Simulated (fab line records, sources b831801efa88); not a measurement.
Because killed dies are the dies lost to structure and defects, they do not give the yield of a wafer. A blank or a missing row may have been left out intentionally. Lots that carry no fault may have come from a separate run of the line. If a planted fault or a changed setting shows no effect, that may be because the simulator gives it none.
fab line records / flow sky130
[record] lots = 6 wafers = 16 last_day = 49
route steps=708 shown VIA2@509
lots untouched by any fault: they come from a run of this same line in which no faults occurred
start_h: hours from the record's opening day to when the first of the lot's shown wafers began / wait_h: hours elapsed since this lot's preceding step / " identical to the entry in the row above / L1.1+2: a single row standing in for several wafers / - value missing, or start not given / * or withheld: withheld / < > ~ a bound
route shown NAME@n: names a module that has steps shown in the file, with the first one's number in the route / usual: average and standard deviation across the fault-free wafers / same: alike in all rows / chamber/n: place in a boat / sites: each site's reading / _std_site: standard deviation across them / _edge_site: the outer-site mean with the inner-site mean subtracted / radius_mm: how far each site lies from the wafer's centre / mask NAME#n: copy n / behind: tool/chamber where the wafer was last shaped / hold: cause of the lot's hold/its duration in hours/its outcome / device: whichever transistor did not switch (one of n, p or np) / end of line: the route-end tests of the same wafers / a step with no rows: only its recipe / killed: not the wafer's yield, but the dies lost to structure and defects at the first sort / map: per-die view of a wafer (x killed, . not killed, _ where there is no die)
set.NAME: the run value of the setting; set.NAME@STEP: its run value at that earlier step / model.NAME: the simulator's own value behind a step, which no gauge read
lots at selected steps of the route; one table per step, one row per wafer
services: a tool's chamber out of use, with start hour (start_h, from the record's first day; less than 0 if before it), hours out, and reason
[[steps]]
[step SKY_VIA2_CMP_02]
[recipe] material = SiO2 down_force_psi = 4 platen_rpm = 60 pad_velocity_m_s = 0.94248
[usual] motor_current_A = 11.8/1.4
lot.wafer=L961.4 tool=cmp-02 chamber=2 start_h=866.37 wait_h=0.0 motor_current_A=11.8
lot.wafer=L961.3 tool=cmp-02 chamber=0 start_h=866.37 wait_h=0.0 motor_current_A=11.0
lot.wafer=L961.5 tool=cmp-02 chamber=2 start_h=866.37 wait_h=0.0 motor_current_A=11.6
lot.wafer=L965.3 tool=cmp-01 chamber=3 start_h=891.85 wait_h=0.1 motor_current_A=11.5
lot.wafer=L965.1 tool=cmp-01 chamber=0 start_h=891.85 wait_h=0.1 motor_current_A=13.4
lot.wafer=L966.3 tool=cmp-01 chamber=0 start_h=893.20 wait_h=0.4 motor_current_A=14.2
lot.wafer=L966.5 tool=cmp-01 chamber=1 start_h=893.20 wait_h=0.4 motor_current_A=11.5
lot.wafer=L973.4 tool=cmp-01 chamber=2 start_h=924.41 wait_h=0.1 motor_current_A=13.2
lot.wafer=L973.3 tool=cmp-01 chamber=3 start_h=924.41 wait_h=0.1 motor_current_A=11.2
lot.wafer=L973.2 tool=cmp-01 chamber=0 start_h=924.41 wait_h=0.1 motor_current_A=12.9
lot.wafer=L974.3 tool=cmp-02 chamber=0 start_h=942.27 wait_h=0.0 motor_current_A=10.3
lot.wafer=L974.4 tool=cmp-02 chamber=1 start_h=942.27 wait_h=0.0 motor_current_A=9.4
lot.wafer=L974.1 tool=cmp-02 chamber=3 start_h=942.27 wait_h=0.0 motor_current_A=11.4
lot.wafer=L976.1 tool=cmp-01 chamber=3 start_h=968.99 wait_h=0.1 motor_current_A=11.4
lot.wafer=L976.3 tool=cmp-01 chamber=0 start_h=968.99 wait_h=0.1 motor_current_A=13.8
lot.wafer=L976.4 tool=cmp-01 chamber=1 start_h=968.99 wait_h=0.1 motor_current_A=12.1
[step SKY_VIA2_BOW_MEAS_03]
[recipe] mode = bow
[usual] VIA2_BOW = 86/7.1
lot.wafer=L961.3 tool=film_metro-01 chamber=- start_h=866.71 wait_h=0.2 VIA2_BOW[um]=91
lot.wafer=L961.4 tool=film_metro-01 chamber=- start_h=866.71 wait_h=0.2 VIA2_BOW[um]=90
lot.wafer=L961.5 tool=film_metro-01 chamber=- start_h=866.71 wait_h=0.2 VIA2_BOW[um]=69
lot.wafer=L965.1 tool=film_metro-04 chamber=- start_h=892.10 wait_h=0.1 VIA2_BOW[um]=92
lot.wafer=L965.3 tool=film_metro-04 chamber=- start_h=892.10 wait_h=0.1 VIA2_BOW[um]=102
lot.wafer=L966.3 tool=film_metro-02 chamber=- start_h=893.39 wait_h=0.1 VIA2_BOW[um]=100
lot.wafer=L966.5 tool=film_metro-02 chamber=- start_h=893.39 wait_h=0.1 VIA2_BOW[um]=92
lot.wafer=L973.2 tool=film_metro-01 chamber=- start_h=924.68 wait_h=0.1 VIA2_BOW[um]=91
lot.wafer=L973.3 tool=film_metro-01 chamber=- start_h=924.68 wait_h=0.1 VIA2_BOW[um]=88
lot.wafer=L973.4 tool=film_metro-01 chamber=- start_h=924.68 wait_h=0.1 VIA2_BOW[um]=80
lot.wafer=L974.1 tool=film_metro-04 chamber=- start_h=942.57 wait_h=0.1 VIA2_BOW[um]=90
lot.wafer=L974.3 tool=film_metro-04 chamber=- start_h=942.57 wait_h=0.1 VIA2_BOW[um]=83
lot.wafer=L974.4 tool=film_metro-04 chamber=- start_h=942.57 wait_h=0.1 VIA2_BOW[um]=81
lot.wafer=L976.1 tool=film_metro-02 chamber=- start_h=969.24 wait_h=0.2 VIA2_BOW[um]=86
lot.wafer=L976.3 tool=film_metro-02 chamber=- start_h=969.24 wait_h=0.2 VIA2_BOW[um]=92
lot.wafer=L976.4 tool=film_metro-02 chamber=- start_h=969.24 wait_h=0.2 VIA2_BOW[um]=85
[step SKY_VIA2_DEHYDRATE_04]
[recipe] temp_c = 200 time_s = 60
[step SKY_VIA2_HMDS_05]
[recipe] prime_time_s = 60 prime_temp_c = 120
[step SKY_VIA2_COAT_06]
[recipe] resist = BARC temp_c = withheld time_s = withheld spin_rpm = 3000 resist_thk_nm = 60
[step SKY_VIA2_COAT_07]
[recipe] resist = KrF-thick spin_rpm = 3000 resist_thk_nm = 450
[step SKY_VIA2_SOFTBAKE_08]
[recipe] temp_c = 100 time_s = 90 resist = KrF-thick
[step SKY_VIA2_EXPOSE_09]
[recipe] mask_id = VIM2 na = 0.8 source_shape = annular sigma_inner = 0.55 sigma_outer = 0.85 target_cd_nm = 200 dose_mj = 38
[step SKY_VIA2_PEB_10]
[recipe] peb_temp_c = withheld peb_time_s = withheld resist = KrF-thick
[step SKY_VIA2_DEVELOP_11]
[recipe] develop_time_s = 60 resist = KrF-thick dev_temp_c = 21
[step SKY_VIA2_CD_MEAS_12]
[recipe] target_cd_nm = 200
[usual] cd_nm = 200.2/1.5
lot.wafer=L961.3 tool=cd_sem-01 chamber=- start_h=892.71 wait_h=- cd_nm=194.7
lot.wafer=L961.4 tool=cd_sem-01 chamber=- start_h=892.71 wait_h=- cd_nm=196.0
lot.wafer=L961.5 tool=cd_sem-01 chamber=- start_h=892.71 wait_h=- cd_nm=197.1
lot.wafer=L965.1 tool=cd_sem-02 chamber=- start_h=917.12 wait_h=- cd_nm=201.0
lot.wafer=L965.3 tool=cd_sem-02 chamber=- start_h=917.12 wait_h=- cd_nm=199.9
lot.wafer=L966.3 tool=cd_sem-01 chamber=- start_h=918.31 wait_h=- cd_nm=201.6
lot.wafer=L966.5 tool=cd_sem-01 chamber=- start_h=918.31 wait_h=- cd_nm=200.5
lot.wafer=L973.2 tool=cd_sem-02 chamber=- start_h=948.64 wait_h=- cd_nm=202.2
lot.wafer=L973.3 tool=cd_sem-02 chamber=- start_h=948.64 wait_h=- cd_nm=201.2
lot.wafer=L973.4 tool=cd_sem-02 chamber=- start_h=948.64 wait_h=- cd_nm=201.3
lot.wafer=L974.1 tool=cd_sem-02 chamber=- start_h=965.77 wait_h=- cd_nm=199.6
lot.wafer=L974.3 tool=cd_sem-02 chamber=- start_h=965.77 wait_h=- cd_nm=200.5
lot.wafer=L974.4 tool=cd_sem-02 chamber=- start_h=965.77 wait_h=- cd_nm=200.4
lot.wafer=L976.1 tool=cd_sem-02 chamber=- start_h=993.12 wait_h=- cd_nm=200.4
lot.wafer=L976.3 tool=cd_sem-02 chamber=- start_h=993.12 wait_h=- cd_nm=199.6
lot.wafer=L976.4 tool=cd_sem-02 chamber=- start_h=993.12 wait_h=- cd_nm=198.5
[step SKY_VIA2_OVL_MEAS_13]
[usual] VIA2_OVL = -1/5.7
lot.wafer=L961.3 tool=overlay-01 chamber=- start_h=892.80 wait_h=0.1 VIA2_OVL[nm]=-6
lot.wafer=L961.4 tool=overlay-01 chamber=- start_h=892.80 wait_h=0.1 VIA2_OVL[nm]=5
lot.wafer=L961.5 tool=overlay-01 chamber=- start_h=892.80 wait_h=0.1 VIA2_OVL[nm]=-4
lot.wafer=L965.1 tool=overlay-02 chamber=- start_h=917.24 wait_h=0.1 VIA2_OVL[nm]=5
lot.wafer=L965.3 tool=overlay-02 chamber=- start_h=917.24 wait_h=0.1 VIA2_OVL[nm]=8
lot.wafer=L966.3 tool=overlay-02 chamber=- start_h=918.40 wait_h=0.1 VIA2_OVL[nm]=-1
lot.wafer=L966.5 tool=overlay-02 chamber=- start_h=918.40 wait_h=0.1 VIA2_OVL[nm]=-3
lot.wafer=L973.2 tool=overlay-01 chamber=- start_h=948.75 wait_h=0.1 VIA2_OVL[nm]=-2
lot.wafer=L973.3 tool=overlay-01 chamber=- start_h=948.75 wait_h=0.1 VIA2_OVL[nm]=4
lot.wafer=L973.4 tool=overlay-01 chamber=- start_h=948.75 wait_h=0.1 VIA2_OVL[nm]=1
lot.wafer=L974.1 tool=overlay-02 chamber=- start_h=965.89 wait_h=0.1 VIA2_OVL[nm]=3
lot.wafer=L974.3 tool=overlay-02 chamber=- start_h=965.89 wait_h=0.1 VIA2_OVL[nm]=4
lot.wafer=L974.4 tool=overlay-02 chamber=- start_h=965.89 wait_h=0.1 VIA2_OVL[nm]=-4
lot.wafer=L976.1 tool=overlay-01 chamber=- start_h=993.24 wait_h=0.1 VIA2_OVL[nm]=8
lot.wafer=L976.3 tool=overlay-01 chamber=- start_h=993.24 wait_h=0.1 VIA2_OVL[nm]=3
lot.wafer=L976.4 tool=overlay-01 chamber=- start_h=993.24 wait_h=0.1 VIA2_OVL[nm]=12
[step SKY_VIA2_ETCH_14]
[recipe] chemistry = N2/H2 target = BARC ion_energy_ev = 200 source_w = 500 bias_w = 100 pressure_mtorr = 30 n2_flow_sccm = 100 h2_flow_sccm = 200 stop_on = SiO2 time_s = 45.9 target_depth_a = 600
[usual] drypump_motor_current_A = 5.6/0.41 oes_product_au = 0.855/0.0049 run_length_s = 74.3/0.5 throttle_valve_pct = 13.224/0.0092
lot.wafer=L961.3 tool=rie_diel-02 chamber=3 start_h=892.83 wait_h=0.0 drypump_motor_current_A=5.1 oes_product_au=0.855 rf_hours_counter_h=1 run_length_s=73.9 throttle_valve_pct=13.225 model.KrF-thick_of_VIA2_COAT_07.thk_nm=391.8
lot.wafer=L961.4 tool=rie_diel-02 chamber=1 start_h=892.83 wait_h=0.0 drypump_motor_current_A=5.3 oes_product_au=0.852 rf_hours_counter_h=7 run_length_s=74.9 throttle_valve_pct=13.220 model.KrF-thick_of_VIA2_COAT_07.thk_nm=393.1
lot.wafer=L961.5 tool=rie_diel-02 chamber=3 start_h=892.83 wait_h=0.0 drypump_motor_current_A=5.1 oes_product_au=0.850 rf_hours_counter_h=- run_length_s=73.9 throttle_valve_pct=13.222 model.KrF-thick_of_VIA2_COAT_07.thk_nm=392
lot.wafer=L965.1 tool=rie_diel-02 chamber=0 start_h=917.27 wait_h=0.0 drypump_motor_current_A=5.1 oes_product_au=0.923 rf_hours_counter_h=16 run_length_s=70.8 throttle_valve_pct=13.234 model.KrF-thick_of_VIA2_COAT_07.thk_nm=397.6
lot.wafer=L965.3 tool=rie_diel-02 chamber=1 start_h=917.27 wait_h=0.0 drypump_motor_current_A=5.3 oes_product_au=0.847 rf_hours_counter_h=8 run_length_s=74.9 throttle_valve_pct=13.228 model.KrF-thick_of_VIA2_COAT_07.thk_nm=395.3
lot.wafer=L966.3 tool=rie_diel-02 chamber=2 start_h=918.43 wait_h=0.0 drypump_motor_current_A=5.7 oes_product_au=0.852 rf_hours_counter_h=10 run_length_s=74.3 throttle_valve_pct=13.218 model.KrF-thick_of_VIA2_COAT_07.thk_nm=392.9
lot.wafer=L966.5 tool=rie_diel-02 chamber=1 start_h=918.43 wait_h=0.0 drypump_motor_current_A=5.3 oes_product_au=0.921 rf_hours_counter_h=- run_length_s=71.2 throttle_valve_pct=13.224 model.KrF-thick_of_VIA2_COAT_07.thk_nm=398.2
lot.wafer=L973.2 tool=rie_diel-04 chamber=3 start_h=948.78 wait_h=0.0 drypump_motor_current_A=5.5 oes_product_au=0.851 rf_hours_counter_h=10 run_length_s=73.9 throttle_valve_pct=13.240 model.KrF-thick_of_VIA2_COAT_07.thk_nm=391.7
lot.wafer=L973.3 tool=rie_diel-04 chamber=1 start_h=948.78 wait_h=0.0 drypump_motor_current_A=5.3 oes_product_au=0.860 rf_hours_counter_h=15 run_length_s=74.8 throttle_valve_pct=13.202 model.KrF-thick_of_VIA2_COAT_07.thk_nm=393.9
lot.wafer=L973.4 tool=rie_diel-04 chamber=2 start_h=948.78 wait_h=0.0 drypump_motor_current_A=6.3 oes_product_au=0.855 rf_hours_counter_h=19 run_length_s=74.8 throttle_valve_pct=13.214 model.KrF-thick_of_VIA2_COAT_07.thk_nm=394.5
lot.wafer=L974.1 tool=rie_diel-03 chamber=0 start_h=965.92 wait_h=0.0 drypump_motor_current_A=5.7 oes_product_au=0.860 rf_hours_counter_h=13 run_length_s=73.9 throttle_valve_pct=13.214 model.KrF-thick_of_VIA2_COAT_07.thk_nm=392.8
lot.wafer=L974.3 tool=rie_diel-03 chamber=1 start_h=965.92 wait_h=0.0 drypump_motor_current_A=6.3 oes_product_au=0.860 rf_hours_counter_h=13 run_length_s=74.2 throttle_valve_pct=13.245 model.KrF-thick_of_VIA2_COAT_07.thk_nm=392.6
lot.wafer=L974.4 tool=rie_diel-03 chamber=2 start_h=965.92 wait_h=0.0 drypump_motor_current_A=6.0 oes_product_au=0.857 rf_hours_counter_h=23 run_length_s=73.8 throttle_valve_pct=13.229 model.KrF-thick_of_VIA2_COAT_07.thk_nm=392.3
lot.wafer=L976.1 tool=rie_diel-02 chamber=0 start_h=993.27 wait_h=0.0 drypump_motor_current_A=5.1 oes_product_au=0.860 rf_hours_counter_h=18 run_length_s=74.6 throttle_valve_pct=13.208 model.KrF-thick_of_VIA2_COAT_07.thk_nm=392.4
lot.wafer=L976.3 tool=rie_diel-02 chamber=3 start_h=993.27 wait_h=0.0 drypump_motor_current_A=5.2 oes_product_au=0.858 rf_hours_counter_h=4 run_length_s=73.6 throttle_valve_pct=13.215 model.KrF-thick_of_VIA2_COAT_07.thk_nm=393.2
lot.wafer=L976.4 tool=rie_diel-02 chamber=2 start_h=993.27 wait_h=0.0 drypump_motor_current_A=5.8 oes_product_au=0.856 rf_hours_counter_h=12 run_length_s=74.5 throttle_valve_pct=13.216 model.KrF-thick_of_VIA2_COAT_07.thk_nm=393.7
[step SKY_VIA2_ETCH_15]
[recipe] target = SiO2 chemistry = C4F8/O2/Ar target_depth_nm = 546 stop_on = TiN mask_material = KrF-thick source_w = 1500 bias_w = 1200 pressure_mtorr = 40 c4f8_flow_sccm = withheld O2_flow_sccm = 6 Ar_flow_sccm = 300 time_s = 84
[usual] oes_product_au = 0.940/0.0051 run_length_s = 112.4/0.46
lot.wafer=L961.3 tool=rie_diel-02 chamber=3 start_h=892.87 wait_h=0.0 oes_product_au=0.947 rf_hours_counter_h=1 run_length_s=112.1
lot.wafer=L961.4 tool=rie_diel-02 chamber=1 start_h=892.87 wait_h=0.0 oes_product_au=0.944 rf_hours_counter_h=8 run_length_s=113.0
lot.wafer=L961.5 tool=rie_diel-02 chamber=3 start_h=892.87 wait_h=0.0 oes_product_au=0.939 rf_hours_counter_h=- run_length_s=111.8
lot.wafer=L965.1 tool=rie_diel-02 chamber=0 start_h=917.31 wait_h=0.0 oes_product_au=0.941 rf_hours_counter_h=16 run_length_s=113.0
lot.wafer=L965.3 tool=rie_diel-02 chamber=1 start_h=917.31 wait_h=0.0 oes_product_au=0.938 rf_hours_counter_h=8 run_length_s=112.9
lot.wafer=L966.3 tool=rie_diel-02 chamber=2 start_h=918.47 wait_h=0.0 oes_product_au=0.936 rf_hours_counter_h=10 run_length_s=112.0
lot.wafer=L966.5 tool=rie_diel-02 chamber=1 start_h=918.47 wait_h=0.0 oes_product_au=0.941 rf_hours_counter_h=- run_length_s=112.7
lot.wafer=L973.2 tool=rie_diel-04 chamber=3 start_h=948.82 wait_h=0.0 oes_product_au=0.937 rf_hours_counter_h=10 run_length_s=111.8
lot.wafer=L973.3 tool=rie_diel-04 chamber=1 start_h=948.82 wait_h=0.0 oes_product_au=0.941 rf_hours_counter_h=15 run_length_s=112.9
lot.wafer=L973.4 tool=rie_diel-04 chamber=2 start_h=948.82 wait_h=0.0 oes_product_au=0.936 rf_hours_counter_h=19 run_length_s=112.8
lot.wafer=L974.1 tool=rie_diel-03 chamber=0 start_h=965.96 wait_h=0.0 oes_product_au=0.936 rf_hours_counter_h=13 run_length_s=112.2
lot.wafer=L974.3 tool=rie_diel-03 chamber=1 start_h=965.96 wait_h=0.0 oes_product_au=0.934 rf_hours_counter_h=13 run_length_s=112.6
lot.wafer=L974.4 tool=rie_diel-03 chamber=2 start_h=965.96 wait_h=0.0 oes_product_au=0.942 rf_hours_counter_h=23 run_length_s=112.4
lot.wafer=L976.1 tool=rie_diel-02 chamber=0 start_h=993.31 wait_h=0.0 oes_product_au=0.941 rf_hours_counter_h=18 run_length_s=112.9
lot.wafer=L976.3 tool=rie_diel-02 chamber=3 start_h=993.31 wait_h=0.0 oes_product_au=0.935 rf_hours_counter_h=4 run_length_s=111.6
lot.wafer=L976.4 tool=rie_diel-02 chamber=2 start_h=993.31 wait_h=0.0 oes_product_au=0.949 rf_hours_counter_h=12 run_length_s=112.1
[[services]]
tool=cmp-01 chamber=- start_h=844.00 hours=0.2 kind=repair
tool=cmp-02 chamber=- start_h=849.99 hours=1.4 kind=repair
tool=cmp-02 chamber=- start_h=855.26 hours=1.8 kind=repair
tool=cmp-02 chamber=- start_h=877.77 hours=1.3 kind=repair
tool=rie_diel-03 chamber=- start_h=883.92 hours=0.4 kind=repair
tool=rie_diel-02 chamber=1 start_h=906.71 hours=4.5 kind=repair
tool=cmp-02 chamber=- start_h=912.00 hours=4.0 kind=pm
tool=cmp-02 chamber=- start_h=916.00 hours=- kind=consumable_replace:conditioner
tool=cmp-02 chamber=- start_h=916.00 hours=- kind=consumable_replace:pad
tool=rie_diel-03 chamber=2 start_h=938.44 hours=2.9 kind=repair
tool=cmp-02 chamber=- start_h=956.47 hours=1.6 kind=repair
tool=rie_diel-03 chamber=0 start_h=974.98 hours=3.8 kind=repair
tool=rie_diel-03 chamber=1 start_h=980.61 hours=33.0 kind=repair
tool=rie_diel-03 chamber=2 start_h=989.35 hours=9.6 kind=repair
tool=rie_diel-04 chamber=1 start_h=991.38 hours=3.7 kind=repair
tool=cmp-02 chamber=- start_h=992.42 hours=0.3 kind=repair
[[key]]
[first_sign] step = SKY_VIA2_ETCH_14 reading = oes_product_au direction = up sigmas = 14 usual = 0.855 struck = 0.922
[effect] step = SKY_VIA2_ETCH_14 reading = run_length_s direction = down sigmas = 6.5 usual = * struck = *
[model_effect] step = SKY_VIA2_ETCH_14 value = KrF-thick_of_VIA2_COAT_07.thk_nm without = 394.5 struck = 397.9
met_at SKY_VIA2_ETCH_14
struck_wafers L965.1,L966.5
sort_left_out L965.1,L966.5
onset_between 892.83 917.27
[fault] kind = process_parameter_drift tool = rie_diel-02 chamber = - onset_h = 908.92 steps = SKY_VIA2_ETCH_14 channel = time_s offset = * shape = step end_h = 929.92 scope = struck_wafers_only acts_in = * stated = *
// sort_left_out: the simulated sort isn't trusted on such a fault, so these wafers' sort isn't shown, and their yield isn't known
